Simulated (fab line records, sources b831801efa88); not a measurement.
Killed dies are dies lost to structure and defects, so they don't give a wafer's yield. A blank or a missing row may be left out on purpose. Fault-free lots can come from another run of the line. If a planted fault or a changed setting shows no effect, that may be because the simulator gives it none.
Struck lot and sound lot, side by side | flow sky130 | 23 out of 708 route steps
Sound: these wafers, L566.1, L566.2, L566.3. Struck: wafer L574.1 (left out: L574.5, a lot-mate that was not struck); the cause follows at the end.
For every step that has rows: the tool of each side, followed by ch and its chambers, followed by its first start. Under that, the readings that differ: sound wafers | struck wafers | difference of the means | sigmas: that difference in standard deviations of wafers without a fault.
alike: a reading whose means differ by less than 2 such deviations, as well as words and numbers matching on both sides. not compared: withheld readings; readings where some wafer has no value; bounds like >300 that might hide an equal value; numbers whose values overlap and for which the record gives no deviation.
Wherever a step has rows on one side only, a row that says differs or no value, or a row with sigmas, the two part there. Numbers that have no deviation but don't overlap get no sigmas and don't part them. A reading that every wafer of one side lacks parts them only if that side has two wafers or more.

first, 5 steps without rows for these wafers: SKY_POLY_CUT_COAT_03 (resist thk 450 nm); SKY_POLY_CUT_SOFTBAKE_04 (time 90 s); SKY_POLY_CUT_EXPOSE_05 (exposes mask NPCM, target cd 270 nm); SKY_POLY_CUT_PEB_06; SKY_POLY_CUT_DEVELOP_07 (develop time 60 s).
SKY_POLY_CUT_CD_MEAS_08 targets a cd of 270 nm.
  struck on cd sem-02, day 30 05:08; sound on cd sem-02, day 27 14:23
  reading    | sound             | struck | difference | sigmas
  cd nm (nm) | 271.6 270.4 269.4 | 273.1  | +2.6       | +2
SKY_POLY_CUT_OVL_MEAS_09:
  struck on overlay-01, day 30 05:16; sound on overlay-02, day 27 14:31
  alike: POLY_CUT_OVL
SKY_POLY_CUT_ETCH_10: etches BARC in N2/H2, stops on SiO2, time 45.9 s, target depth 60 nm.
  sound on rie diel-01 ch 0,1,2, day 27 14:32; struck on rie diel-03 ch 1, day 30 05:17
  reading                | sound    | struck | difference | sigmas
  rf hours counter h (h) | 19 13 17 | 48     | +32        |
  alike: bias w, drypump motor current A, oes product au, rf fwd power W, throttle valve pct
SKY_POLY_CUT_ETCH_11: etches Si3N4 in CF4/CH2F2/Ar, stops on poly-Si, time 42.5 s, target depth 60 nm.
  sound on rie diel-01 ch 0,1,2, day 27 14:35; struck on rie diel-03 ch 1, day 30 05:20
  reading                | sound    | struck | difference | sigmas
  rf hours counter h (h) | 20 14 17 | 48     | +31        |
  alike: bias w, cf4 flow sccm, drypump motor current A, oes product au, rf fwd power W, throttle valve pct
SKY_POLY_CUT_STRIP_12: strips in O2/N2.
  sound on plasma asher-01 ch 0,1, day 27 14:38; struck on plasma asher-03 ch 0, day 30 05:23
  alike: drypump motor current A, o2 flow sccm, oes product au, strip time to endpoint s
  not compared: rf hours counter h
then, 2 steps without rows for these wafers: SKY_SD_P_DEHYDRATE_00 (time 60 s); SKY_SD_P_HMDS_01 (prime time 60 s).
SKY_SD_P_COAT_02: resist thk 1140 nm.
  sound on litho track-02 ch 0, day 28 04:01; struck on litho track-02 ch 0, day 30 18:16
  reading                                   | sound          | struck | difference | sigmas
  model.NOVOLAK_of_SD_P_COAT_02.thk nm (nm) | 1141 1141 1140 | 733.7  | -407.0     |
then, 3 steps without rows for these wafers: SKY_SD_P_SOFTBAKE_03 (time 60 s); SKY_SD_P_EXPOSE_04 (exposes mask PSDM, target cd 380 nm); SKY_SD_P_PEB_05.
SKY_SD_P_DEVELOP_06: develop time 60 s.
  sound on litho track-02 ch 0, day 28 18:10; struck on litho track-03 ch 0, day 31 07:50
  reading                                   | sound          | struck | difference | sigmas
  model.NOVOLAK_of_SD_P_COAT_02.thk nm (nm) | 1141 1141 1140 | 733.3  | -407.4     |
SKY_SD_P_CD_MEAS_07 targets a cd of 380 nm.
  struck on cd sem-02, day 31 07:59; sound on cd sem-01, day 28 18:19
  reading    | sound             | struck | difference | sigmas
  cd nm (nm) | 386.4 388.3 383.8 | 424.0  | +37.8      | +13
SKY_SD_P_OVL_MEAS_08:
  struck on overlay-01, day 31 08:07; sound on overlay-02, day 28 18:26
  alike: SD_P_OVL
then, 1 step without rows for these wafers: SKY_SD_P_IMPLANT_09.
SKY_SD_P_STRIP_10: strips in O2/N2.
  sound on plasma asher-02 ch 0,1, day 28 18:37; struck on plasma asher-02 ch 1, day 31 08:17
  reading                      | sound             | struck | difference | sigmas
  oes product au (a.u.)        | 0.616 0.626 0.620 | 0.580  | -0.041     | -8
  strip time to endpoint s (s) | 17.52 17.51 17.50 | 12.86  | -4.65      | -99 or more
  alike: drypump motor current A, o2 flow sccm
  not compared: rf hours counter h
SKY_SD_P_TW_MEAS_11:
  struck on film metro-02, day 31 08:23; sound on film metro-04, day 28 18:43
  alike: SD_P_TW
SKY_PAD_OPEN_PROBE_99:
  sound wafers here have rows in the record (prober-01, day 47 23:49); struck ones have none

== WHERE THEY PART ==
At SKY_POLY_CUT_CD_MEAS_08 first; at SKY_PAD_OPEN_PROBE_99 last (within this record only).

WHY: what had been put in by the simulator
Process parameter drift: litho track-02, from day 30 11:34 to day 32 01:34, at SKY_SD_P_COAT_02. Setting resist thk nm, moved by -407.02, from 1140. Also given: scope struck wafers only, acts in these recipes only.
